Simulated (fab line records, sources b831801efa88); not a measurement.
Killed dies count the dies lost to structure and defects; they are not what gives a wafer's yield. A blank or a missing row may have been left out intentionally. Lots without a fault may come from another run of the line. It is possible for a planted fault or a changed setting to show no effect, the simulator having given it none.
A lot that was struck, set against a sound lot :: flow sky130 :: 17 steps out of a route of 708
Sound: wafers L800.1, L800.2, L800.6. Struck: wafers L807.1, L807.2. (L807.4 of the same lot was not struck and is left out.) The cause comes at the end.
For every step that has rows: the tool of each side, followed by ch and its chambers, followed by its first start. Under that, the readings that differ: sound wafers :: struck wafers :: difference of the means :: sigmas: that difference in standard deviations of wafers without a fault.
alike: readings whose means differ by less than 2 such deviations, and words and numbers that are the same on both sides. not compared: withheld readings, readings that some wafer has no value for, bounds like >300 that may hide the same value, and numbers for which the record gives no deviation and whose values overlap.
A row with sigmas, a row that says differs or no value, or rows on one side alone: a step with any of these is where the two part. Non-overlapping numbers with no deviation appear without sigmas and do not part them. Lack of a reading on every wafer of one side parts them only where that side has two or more wafers.

first, 1 step without rows for these wafers: SKY_FIELD_ISO_DEVELOP_12 (develop time 60 s).
SKY_FIELD_ISO_CD_MEAS_13: target cd 150 nm.
  struck on cd_sem-02, day 4 22:06; sound on cd_sem-02, day 3 08:08
reading: cd_nm (nm)
sound: 148.3 148.8 149.9
struck: 151.8 152.3
difference: +3.1
sigmas: +2
SKY_FIELD_ISO_ETCH_14: etches BARC in N2/H2, stops on SiO2, time 45.9 s, target depth 60 nm.
  sound on rie_diel-03 ch 0,1,3, day 3 08:16; struck on rie_diel-04 ch 0,2, day 4 22:13
  alike: drypump_motor_current_A, h2_flow_sccm, oes_product_au, throttle_valve_pct
  not compared: rf_hours_counter_h
SKY_FIELD_ISO_ETCH_15: etches the open film in CHF3/O2, stops on Si, target depth 180 nm, time 72 s.
  sound on rie_diel-03 ch 0,1,3, day 3 08:19; struck on rie_diel-04 ch 0,2, day 4 22:16
  alike: drypump_motor_current_A, oes_product_au, throttle_valve_pct
  not compared: rf_hours_counter_h
SKY_FIELD_ISO_STRIP_16: strips in O2/N2.
  sound on plasma_asher-01 ch 0,1, day 3 08:22; struck on plasma_asher-04 ch 0,1, day 4 22:19
  alike: drypump_motor_current_A, oes_product_au, strip_time_to_endpoint_s
  not compared: rf_hours_counter_h
SKY_FIELD_ISO_ETCH_17: etches Si in HBr/Cl2/O2, target depth 342 nm, time 97.7 s.
  sound on rie_si-02 ch 0,1,3, day 3 08:28; struck on rie_si-01 ch 1,3, day 4 22:25
  alike: drypump_motor_current_A, oes_product_au, throttle_valve_pct
  not compared: rf_hours_counter_h
then, 5 steps without rows for these wafers: SKY_FIELD_ISO_WET_ETCH_18 (etches Si3N4 in H3PO4, target depth 25 nm, time 286 s); SKY_FIELD_ISO_CLEAN_19 (cleans in SC1/SC2, time 150 s); SKY_FIELD_ISO_CLEAN_20 (cleans in dHF, time 20 s); SKY_FIELD_ISO_WET_ETCH_21 (etches SiO2 in dHF, target depth 20 nm, time 400 s); SKY_FIELD_ISO_OXIDATION_22 (stabilise 600 s, purge 300 s, target thk 10 nm).
SKY_FIELD_ISO_THK_MEAS_23:
  struck on film_metro-01, day 4 23:56; sound on film_metro-01, day 3 11:23
  alike: FIELD_ISO_OXIDATION_01_THK
SKY_FIELD_ISO_CVD_24: deposits SiO2, target thk 595 nm, time 99.2 s.
  sound on hdpcvd-02 ch 0,2, day 3 11:27; struck on hdpcvd-02 ch 0,2, day 4 23:59
reading: model.SiO2_of_FIELD_ISO_CVD_24.thk_nm (nm)
sound: 606.6 606.6 602.2
struck: 796.3 792.9
difference: +189.5
sigmas: 
SKY_FIELD_ISO_THK_MEAS_25:
  struck on film_metro-02, day 5 00:17; sound on film_metro-02, day 3 11:31
reading: FIELD_ISO_CVD_24_THK (nm)
sound: 607 607 602
struck: 797 793
difference: +190
sigmas: +40
  not compared: hold
SKY_FIELD_ISO_CMP_27: polishes, stops on Si3N4, t overpolish 16 s, target thk 457.8 nm.
  sound on cmp-02 ch 1,2,3, day 3 14:17; struck on cmp-02 ch 0,1, day 5 03:44
reading: time_to_endpoint_s (s)
sound: 117 105 106
struck: 162 151
difference: +47
sigmas: +8
  alike: edge_zone_pressure_frac, motor_current_A, platen_rpm
then, 1 step without rows for these wafers: SKY_FIELD_ISO_WET_ETCH_28 (etches SiO2 in dHF, target depth 23.7 nm, time 47 s).
-- a jump in the record: the struck wafers' starts before and after are 44 days apart (it breaks off in module FIELD_ISO and resumes in module PAD_OPEN, where the first step shown is number 708 of the route) --
SKY_PAD_OPEN_PROBE_99:
  the record has rows for the struck wafers here (prober-02, day 49 03:58) and none for the sound ones

== WHERE THEY PART ==
Last at SKY_PAD_OPEN_PROBE_99 as far as this record goes, first at SKY_FIELD_ISO_CD_MEAS_13.

WHY: whatever the simulator had introduced
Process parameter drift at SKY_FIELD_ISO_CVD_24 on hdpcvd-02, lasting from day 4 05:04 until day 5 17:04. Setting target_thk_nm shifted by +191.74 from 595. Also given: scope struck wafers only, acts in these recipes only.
